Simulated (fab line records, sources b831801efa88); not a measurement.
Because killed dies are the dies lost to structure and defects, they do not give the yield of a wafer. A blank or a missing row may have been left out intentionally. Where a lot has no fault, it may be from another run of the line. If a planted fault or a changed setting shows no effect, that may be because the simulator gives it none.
A single fault, viewed from 2 desks -- flow sky130 -- each desk holds nothing but its own numbers, with what lay behind them at the end

== THE METROLOGY DESK ==
Lot by lot, what the gauges showed, no matter which tool ran the lot: averages of those sampled wafers that carry a number. A lot is out of limits, marked OUT, if its mean lies more than 4 standard deviations from the usual mean; the brackets give that distance.
Columns: A = cd-nm at SKY_VIA1_CD_MEAS_12, usual 150.9 nm; B = METAL2_ALCU_THK at SKY_METAL2_THK_MEAS_06, usual 253.6 nm
lot,first seen here,A,B
L172,day 33 16:12,150.7,251.8
L173,day 34 10:32,152.6,253.8
L174,day 34 11:08,147.8,259.9
L175,day 35 01:22,151.2,251.3
L176,day 36 07:06,149.4,256.7
L177,day 36 07:17,151.6,253.8
L178,day 36 08:01,150.4,254.5
L179,day 36 09:55,151.5,255.8
L180,day 36 14:46,152.2,254.7
L185,day 38 08:26,150.6,-
L187,day 39 04:18,150.0,-
L191,day 39 22:12,149.3,252.8
L193,day 40 12:56,149.9,258.0
L194,day 42 15:59,153.7,254.7
Finding of this desk: none of the 14 lots has anything out of limits.

== AT THE TOOL OWNER'S DESK: cmp-02 ==
The tool's own readings at SKY_VIA1_CMP_24 (polishes, stops on SiO2, t overpolish 15 s, target thk 0 nm): means of the sampled wafers that have a number, for each lot that ran on this tool. A lot is out of limits, marked OUT, if its mean lies more than 4 standard deviations from the usual mean; the brackets give that distance.
Columns: A = head-pressure-psi at SKY_VIA1_CMP_24, usual 3.499 psi; B = motor-current-A at SKY_VIA1_CMP_24, usual 11.9 A; C = overpolish-run-s at SKY_VIA1_CMP_24, usual 15.001 s; D = retaining-ring-pressure-frac at SKY_VIA1_CMP_24, usual 1.000; E = time-to-endpoint-s at SKY_VIA1_CMP_24, usual 64.2 s
lot,first seen here,A,B,C,D,E
L172,day 33 17:27,3.497,11.9,15.003,0.999,60.8
L173,day 34 11:49,3.491,11.6,15.007,0.998,63.6
L174,day 34 12:25,3.497,11.6,15.006,1.006,65.0
L175,day 35 02:31,3.501,12.4,15.000,0.997,67.7
L177,day 36 08:39,3.509,11.3,15.007,1.000,63.5
L179,day 36 11:13,3.497,12.0,15.000,1.007,66.1
L185,day 38 09:35,3.498,11.0,0.041 (-99 or more) OUT,1.004,103.4 (+16) OUT
L187,day 39 05:28,3.507,12.2,0.041 (-99 or more) OUT,1.006,104.2 (+16) OUT
This desk's finding: out of limits on L185, L187; first on L185, day 38 09:35 (overpolish-run-s at SKY_VIA1_CMP_24). L172, L173, L174, L175, L177, L179 stayed within limits.

== BROUGHT TOGETHER ==
The tool owner's desk could have raised an alarm at day 38 09:35, on L185, L187.
Nothing out of limits was seen by the metrology desk.
The metrology desk has L185, L187 on record, within its limits.
The lots listed all ran SKY_VIA1_CMP_24 on cmp-02.

== WHAT HAD BEEN PUT IN BY THE SIMULATOR ==
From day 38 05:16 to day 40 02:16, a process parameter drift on cmp-02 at SKY_VIA1_CMP_24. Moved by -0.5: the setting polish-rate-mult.
Lots struck among those shown: L185, L187.
Each desk's first reading out of limits, in hours after the fault started: the tool owner's desk, 4.
